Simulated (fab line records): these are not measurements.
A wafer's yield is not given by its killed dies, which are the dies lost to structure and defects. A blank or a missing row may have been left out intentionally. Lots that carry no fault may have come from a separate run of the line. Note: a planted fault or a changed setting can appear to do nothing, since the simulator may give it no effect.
Which of the tools did it? -- flow gf180mcu -- 42 wafers from 14 lots sampled at 3 of the route's 602 steps

== WHAT EACH GAUGE READ, for each wafer ==
GF_V5_CD_MEAS_14: the cd target is 260 nm. Usual: cdNm at 260.2 nm, with a standard deviation of 1.2.
lot,measured,on,cdNm (nm),flag
L471,day 27 13:12,cdSem-01,258.2 258.7 259.3,
L472,day 27 16:05,cdSem-02,258.7 257.9 257.1,
L473,day 28 01:26,cdSem-02,260.5 260.7 260.1,
L476,day 28 19:58,cdSem-02,260.3 260.5 258.8,
L477,day 29 00:11,cdSem-02,259.9 260.3 259.0,
L480,day 29 23:53,cdSem-02,258.5 258.6 257.7,
L481,day 30 10:53,cdSem-01,260.9 260.7 261.4,
L482,day 30 15:23,cdSem-02,261.2 261.3 261.1,
L483,day 30 21:37,cdSem-02,260.3 260.4 259.7,
L484,day 31 04:46,cdSem-01,259.5 258.7 259.6,
L485,day 31 09:01,cdSem-02,260.4 260.0 261.4,
L486,day 31 15:44,cdSem-02,261.7 260.9 261.1,
L491,day 32 21:08,cdSem-01,260.2 261.3 260.5,
L494,day 33 13:16,cdSem-01,262.4 261.6 261.6,

== EACH LOT AND THE TOOL THAT RAN IT (in order: tool; ch and the chambers of the sampled wafers; start) ==
lot,GF_HV_LDD_CVD_54,GF_M4_SPUTTER_03
L471,"lpcvd-01 ch 1, day 12 18:28","pvdSputter-04, day 22 22:22"
L472,"lpcvd-02 ch 1, day 12 21:55","pvdSputter-02, day 23 01:13"
L473,"lpcvd-02 ch 0, day 13 06:19","pvdSputter-01, day 23 11:42"
L476,"lpcvd-01 ch 1, day 14 03:55","pvdSputter-04, day 24 08:20"
L477,"lpcvd-02 ch 1, day 14 08:52","pvdSputter-04, day 24 13:08"
L480,"lpcvd-02 ch 0, day 15 08:34","pvdSputter-01, day 25 14:49"
L481,"lpcvd-01 ch 1, day 15 21:14","pvdSputter-02, day 26 03:49"
L482,"lpcvd-02 ch 0, day 16 02:25","pvdSputter-04, day 26 08:43"
L483,"lpcvd-02 ch 1, day 16 10:14","pvdSputter-02, day 26 14:56"
L484,"lpcvd-02 ch 0, day 16 19:20","pvdSputter-02, day 26 23:07"
L485,"lpcvd-02 ch 1, day 17 01:17","pvdSputter-02, day 27 05:44"
L486,"lpcvd-02 ch 1, day 17 10:01","pvdSputter-04, day 27 11:56"
L491,"lpcvd-01 ch 0, day 19 01:34","pvdSputter-02, day 28 22:19"
L494,"lpcvd-01 ch 0, day 20 04:29","pvdSputter-04, day 29 18:24"
- GF_HV_LDD_CVD_54: deposits SiO2 from TEOS, target thk 10 nm, time 75 s.
- GF_M4_SPUTTER_03: material Ti, target thk 10 nm, time 6.7 s.

== AS READ BY THE TOOLS THEMSELVES (means over the sampled wafers that have a number; for cases with no such wafer, the mark the record gives instead) ==
GF_HV_LDD_CVD_54. Usual: zonePowerBottomPct at 13.8 %, with a standard deviation of 1.6.
lot,tool,zonePowerBottomPct (%),flag
L471,lpcvd-01,13.3,
L472,lpcvd-02,14.5,
L473,lpcvd-02,11.8,
L476,lpcvd-01,13.4,
L477,lpcvd-02,14.5,
L480,lpcvd-02,11.9,
L481,lpcvd-01,13.5,
L482,lpcvd-02,11.8,
L483,lpcvd-02,14.4,
L484,lpcvd-02,11.7,
L485,lpcvd-02,14.4,
L486,lpcvd-02,14.4,
L491,lpcvd-01,15.9,
L494,lpcvd-01,15.6,

GF_M4_SPUTTER_03. Usual: throttleValvePct at 30.5 %, with a standard deviation of 1.2.
lot,tool,throttleValvePct (%),flag
L471,pvdSputter-04,30.8,
L472,pvdSputter-02,29.2,
L473,pvdSputter-01,30.6,
L476,pvdSputter-04,30.6,
L477,pvdSputter-04,30.2,
L480,pvdSputter-01,31.2,
L481,pvdSputter-02,29.5,
L482,pvdSputter-04,31.4,
L483,pvdSputter-02,30.4,
L484,pvdSputter-02,29.4,
L485,pvdSputter-02,29.2,
L486,pvdSputter-04,30.9,
L491,pvdSputter-02,29.0,
L494,pvdSputter-04,31.5,

== THE ANSWER, worked out from the rows above alone ==
Rule: lot off if the mean of its wafers having a number is beyond 3 standard deviations from the usual mean. Also off: a lot with no number at a reading for which 4 or more lots have one. The other lots that the step has rows for count as sound. Order of review: gauges by route order, followed by the tools' own readings, for which a lot's mean as printed above is used. The first step at which some lot is off is used, and at that step the reading that is off furthest; a lot without a number counts as furthest.
None of the lots is off at any reading shown; this tells nothing.

== WHAT THE SIMULATOR PUT IN ==
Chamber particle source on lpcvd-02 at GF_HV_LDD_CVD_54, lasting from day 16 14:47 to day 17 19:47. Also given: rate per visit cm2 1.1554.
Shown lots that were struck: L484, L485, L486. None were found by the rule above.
